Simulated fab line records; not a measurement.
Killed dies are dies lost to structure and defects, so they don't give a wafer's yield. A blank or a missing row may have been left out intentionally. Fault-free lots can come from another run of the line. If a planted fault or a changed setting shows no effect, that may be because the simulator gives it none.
Which tool was responsible? -- flow sky130 -- 24 lots, 72 wafers sampled, at 3 steps of a route of 708

## WHAT THE GAUGES READ, wafer by wafer
SKY_FIELD_ISO_BOW_MEAS_00.
lot,measured,on,INCOMING_BOW (um)
L074,day 1 10:00,film metro-03,8 -4 6
L075,day 1 15:00,film metro-03,-12 -1 -5
L076,day 1 20:04,film metro-01,-6 1 2
L077,day 2 01:04,film metro-04,-8 0 6
L078,day 2 06:02,film metro-03,-3 -3 -1
L079,day 2 11:00,film metro-01,6 -10 -3
L080,day 2 16:02,film metro-01,-6 2 -3
L081,day 2 21:00,film metro-03,-5 13 2
L082,day 3 02:01,film metro-03,-2 12 2
L083,day 3 07:01,film metro-01,-1 4 -7
L084,day 3 12:00,film metro-04,-13 3 16
L085,day 3 17:00,film metro-03,1 3 6
L086,day 3 22:01,film metro-04,-3 -12 13
L087,day 4 03:04,film metro-01,9 -4 -2
L088,day 4 08:04,film metro-04,10 -5 -3
L089,day 4 13:01,film metro-01,-4 5 7
L090,day 4 18:00,film metro-01,-2 -3 -1
L091,day 4 23:02,film metro-04,7 -12 -1
L092,day 5 04:01,film metro-01,6 3 -3
L093,day 5 09:01,film metro-01,-6 1 4
L094,day 5 14:00,film metro-01,6 -1 1
L095,day 5 19:00,film metro-03,2 1 -3
L096,day 6 00:01,film metro-01,-4 3 3
L097,day 6 05:00,film metro-03,3 11 -4

SKY_FIELD_ISO_THK_MEAS_02.
lot,measured,on,FIELD_ISO_OXIDATION_00_THK (nm)
L074,day 1 11:38,film metro-04,12.37 12.31 12.14
L075,day 1 16:59,film metro-03,11.82 11.95 11.92
L076,day 1 22:30,film metro-04,12.05 12.12 12.11
L077,day 2 02:40,film metro-01,11.92 11.91 12.11
L078,day 2 07:46,film metro-03,12.36 12.13 12.29
L079,day 2 14:24,film metro-04,11.69 11.51 12.10
L080,day 2 17:42,film metro-03,11.80 11.75 11.81
L081,day 2 23:00,film metro-03,12.04 12.14 11.93
L082,day 3 03:51,film metro-03,12.00 11.97 12.12
L083,day 3 09:15,film metro-01,12.55 12.51 12.60
L084,day 3 13:44,film metro-01,12.51 12.40 12.34
L085,day 3 19:31,film metro-01,12.08 12.13 12.07
L086,day 4 01:14,film metro-04,12.22 12.24 12.34
L087,day 4 04:40,film metro-04,11.82 11.75 11.65
L088,day 4 10:26,film metro-01,11.85 11.71 11.54
L089,day 4 14:40,film metro-01,12.07 11.78 11.76
L090,day 4 20:43,film metro-03,12.02 12.00 12.12
L091,day 5 00:40,film metro-04,12.19 12.05 12.20
L092,day 5 06:03,film metro-04,11.69 11.60 11.78
L093,day 5 10:38,film metro-04,11.80 11.62 11.59
L094,day 5 16:19,film metro-03,11.78 11.79 11.99
L095,day 5 20:44,film metro-04,11.75 11.61 11.76
L096,day 6 01:38,film metro-01,12.17 12.07 12.07
L097,day 6 06:50,film metro-01,11.67 11.79 11.74

SKY_NWELL_RS_MEAS_31: measurement is done with a four-point probe.
lot,measured,on,PWDE_RS (ohm/sq)
L074,day 5 08:59,film metro-02,5252 5276 5280
L075,day 5 14:29,film metro-03,5260 5242 5255
L076,day 5 17:53,film metro-03,5288 5282 5300
L077,day 5 20:53,film metro-03,5263 5260 5275
L078,day 6 05:37,film metro-02,5279 5265 5272
L079,day 6 13:29,film metro-03,5297 5287 5294
L080,day 6 19:17,film metro-03,5264 5256 5270
L081,day 7 03:56,film metro-03,5303 5292 5307
L082,day 7 08:05,film metro-02,5256 5264 5279
L083,day 7 14:17,film metro-03,5276 5258 5277
L084,day 7 17:09,film metro-03,5267 5278 5247
L085,day 8 03:37,film metro-03,5287 5282 5279
L086,day 8 10:34,film metro-02,5267 5285 5276
L087,day 8 14:05,film metro-03,5244 5252 5263
L088,day 8 22:44,film metro-03,5254 5259 5248
L089,day 9 06:36,film metro-01,5250 5267 5271
L090,day 9 11:07,film metro-01,5276 5275 5281
L091,day 9 15:55,film metro-03,5296 5288 5287
L092,day 9 21:44,film metro-02,5277 5305 5265
L093,day 10 07:33,film metro-01,5303 5310 5304
L094,day 10 12:55,film metro-01,5266 5296 5285
L095,day 10 18:44,film metro-02,5277 5286 5282
L096,day 11 00:01,film metro-01,5251 5256 5248
L097,day 11 02:56,film metro-02,5270 5265 5261

## EACH LOT AND THE TOOL THAT RAN IT (in order: tool; ch and the chambers of the sampled wafers; start)
Before these readings, the record contains no process step.

## AS READ BY THE TOOLS THEMSELVES (means over the sampled wafers that have a number; for cases with no such wafer, the mark the record gives instead)
The record holds no such reading with a usual standard deviation.

## THE ANSWER, worked out from the rows above alone
Rule: usual is defined by the lots themselves. The widest of any qualifying gaps counts: lots, ordered by their means at a reading, are off when they make up no more than a third of the lots, leave a main group of 4 or more, and stand apart from it by 3 or more times the standard deviation of that group's means. Not used: any main group whose means are identical at the precision the tables above print for the reading. Also off: a lot with no number at a reading for which 4 or more lots have one. Any other lot the step has rows for is counted as sound. First the gauges in route order, then the tools' own readings, where a lot's mean is used as printed above. The first step at which some lot is off is used, and at that step the reading that is off furthest; a lot without a number counts as furthest.
None of the lots is off at any reading shown; this tells nothing.

## WHAT HAD BEEN PUT IN BY THE SIMULATOR
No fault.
